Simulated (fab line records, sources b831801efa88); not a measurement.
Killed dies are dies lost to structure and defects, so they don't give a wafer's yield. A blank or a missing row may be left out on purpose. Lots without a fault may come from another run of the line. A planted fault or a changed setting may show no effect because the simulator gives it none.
Chamber matching | flow gf180mcu | GF_V3_CMP_26 on cmp-01: 4 sister chambers
The step polishes, stops on SiO2, t overpolish 15 s, target thk 0 nm. 4 wafers are shown with their chamber, then 8 later ones without.

WAFERS WITH THEIR CHAMBER
wafer  | chamber | motor_current_A (A)
L253.5 | 3       | 10.3
L253.6 | 0       | 9.8
L256.2 | 2       | 13.6
L256.3 | 1       | 11.6

WAFERS WITHOUT THEIR CHAMBER
wafer  | motor_current_A (A)
L256.6 | 11.5
L258.2 | 11.5
L258.5 | 13.4
L258.6 | 11.0
L260.1 | 11.2
L260.4 | 10.3
L262.4 | 10.7
L262.5 | 10.7

WHICH CHAMBER EACH WENT THROUGH
wafer  | from the rows above          | in truth
L256.6 | 1                            | 1
L258.2 | 1                            | 1
L258.5 | 2                            | 2
L258.6 | can't be placed: 1 or 3 or 0 | 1
L260.1 | can't be placed: 1 or 3      | 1
L260.4 | can't be placed: 3 or 0      | 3
L262.4 | can't be placed: 3 or 0 or 1 | 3
L262.5 | can't be placed: 3 or 0 or 1 | 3
Placed correctly: 3 of 8. Can't be placed from these rows: 5 (the true chamber is among the candidates in 5). Placed wrongly: 0.
How it was worked out, from the rows above alone: a wafer's distance from a chamber is the root of the sum, over the readings, of the square of ((its reading less the chamber's mean) divided by the reading's scatter). The wafer belongs to the nearest chamber; if the next one is less than 2 further off, it can't be placed. A chamber's mean is the mean of its shown wafers. The scatter: with one shown wafer a chamber, the root of the mean of the squares of how far each hidden wafer lies from its nearest shown one.
